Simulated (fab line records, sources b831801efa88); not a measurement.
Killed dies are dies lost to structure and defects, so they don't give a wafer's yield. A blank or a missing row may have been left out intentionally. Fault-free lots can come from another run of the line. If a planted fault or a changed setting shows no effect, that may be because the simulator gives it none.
Split-lot study    flow sfqLine    on a route of 325 steps: 5 lots, 14 wafers read

## THE SPLIT
At SFQ_TRILAYER_M7_LITHO_COAT_177 (resist thk 600 nm), the setting resistThkNm was moved away from the recipe's 600 nm on 2 of the 14 wafers read, by -3.3% to +2.1%. All remaining wafers had this setting at the recipe value.

## FROM THE SPLIT TO THE READING: what the file shows between them, 3 steps
- SFQ_TRILAYER_M7_LITHO_SOFTBAKE_181
- SFQ_TRILAYER_M7_LITHO_EXPOSE_178: exposes mask M7, target cd 500 nm
- SFQ_TRILAYER_M7_BARC_OPEN_METAL_ETCH_229: etches BARC in O2, target depth 125 nm, time 41.7 s

## THE READING
KrF_of_TRILAYER_M7_LITHO_COAT_177.thkNm (the simulator's own value, which no gauge read), in nm, at SFQ_TRILAYER_M7_ETCH_METAL_ETCH_180 (etches Nb in Cl2/Ar, stops on SiO2, target depth 240 nm, time 120 s). There is no usual value for it anywhere in the file. Average 382.5 nm, standard deviation 5.6 nm, over the 12 wafers here run with the recipe.

wafer   tool, chamber at the split  resistThkNm as run, nm  against the recipe  KrF_of_TRILAYER_M7_LITHO_COAT_177.thkNm, nm  against lot-mates on the recipe
L074.2  lithoTrack-03, 0            600                     recipe              378.6                                        -
L074.4  lithoTrack-03, 0            600                     recipe              378                                          -
L074.6  lithoTrack-03, 0            600                     recipe              380.8                                        -
L075.4  lithoTrack-01, 0            600                     recipe              387.2                                        -
L075.5  lithoTrack-01, 0            600                     recipe              385.6                                        -
L075.6  lithoTrack-01, 0            580                     -3.3%               366.6                                        -19.8
L078.1  lithoTrack-03, 0            600                     recipe              387.1                                        -
L078.4  lithoTrack-03, 0            612.7                   +2.1%               401.1                                        +16.0
L078.6  lithoTrack-03, 0            600                     recipe              383.2                                        -
L083.1  lithoTrack-03, 0            600                     recipe              392.6                                        -
L083.4  lithoTrack-03, 0            600                     recipe              389.4                                        -
L085.2  lithoTrack-01, 0            600                     recipe              374.9                                        -
L085.3  lithoTrack-01, 0            600                     recipe              375.7                                        -
L085.4  lithoTrack-01, 0            600                     recipe              376.7                                        -

THE FIT
A straight line over all 14 wafers: KrF_of_TRILAYER_M7_LITHO_COAT_177.thkNm changes by +5.98 nm for each +1% of resistThkNm; r = +0.75; the points scatter about the line by 5.9 nm.
The same after taking each lot's own level away (the mean of its wafers on the recipe; 14 wafers): +6.42 nm for each +1%; r = +0.98; scatter 1.5 nm.
On that fit, the largest move of resistThkNm shifts the reading by 21 nm.
The span of the lots' own levels, 375.77 to 391.00 nm, comes to 2.7 times the standard deviation stated above.
So the lot-to-lot level blurs the effect unless lot-mates are compared.
Check: for one of the wafers moved furthest among these (-3.3%), held out of the fit, the line's prediction against its lot-mates is -25.1 nm. It came out at -19.8 nm against them.

## FURTHER SPLITS ON THESE WAFERS
Note: prior to the reading, these wafers also went through further splits. Each is held against what the fit with the lots' levels taken away leaves over:
other split on the same wafers                     wafers away from the commonest value  r with KrF_of_TRILAYER_M7_LITHO_COAT_177.thkNm (lot level and that fit taken away)
SFQ_TRILAYER_C5_LITHO_COAT_151 spinRpm             6                                     +0.21
SFQ_TRILAYER_C5_LITHO_PEB_154 pebTimeS             3                                     +0.24
SFQ_TRILAYER_M6_LITHO_PEB_162 pebTimeS             5                                     +0.32
SFQ_TRILAYER_M6_ETCH_METAL_ETCH_162 pressureMtorr  9                                     -0.15
SFQ_TRILAYER_I6_VIA_LITHO_COAT_174 resistThkNm     3                                     -0.16
SFQ_TRILAYER_I6_VIA_LITHO_PEB_172 pebTempC         3                                     -0.21
SFQ_TRILAYER_M7_DEP_SPUTTER_175 timeS              0                                     -

## THE WHOLE CHAIN: every reading that the file lists as answering this split, in the file's order
step                                 what it does                                                         reading                                                                                   change (the file's fit)               r (the file's)
SFQ_TRILAYER_M7_LITHO_COAT_177       resist thk 600 nm                                                    KrF_of_TRILAYER_M7_LITHO_COAT_177.thkNm (the simulator's own value, which no gauge read)  +6.58 nm for each +1% of the setting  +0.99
SFQ_TRILAYER_M7_ETCH_METAL_ETCH_180  etches Nb in Cl2/Ar, stops on SiO2, target depth 240 nm, time 120 s  KrF_of_TRILAYER_M7_LITHO_COAT_177.thkNm (the simulator's own value, which no gauge read)  +6.4 nm for each +1% of the setting   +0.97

## THE FILE'S OWN FIT
KrF_of_TRILAYER_M7_LITHO_COAT_177.thkNm changes by +6.4 nm for each +1% of resistThkNm, r = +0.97.
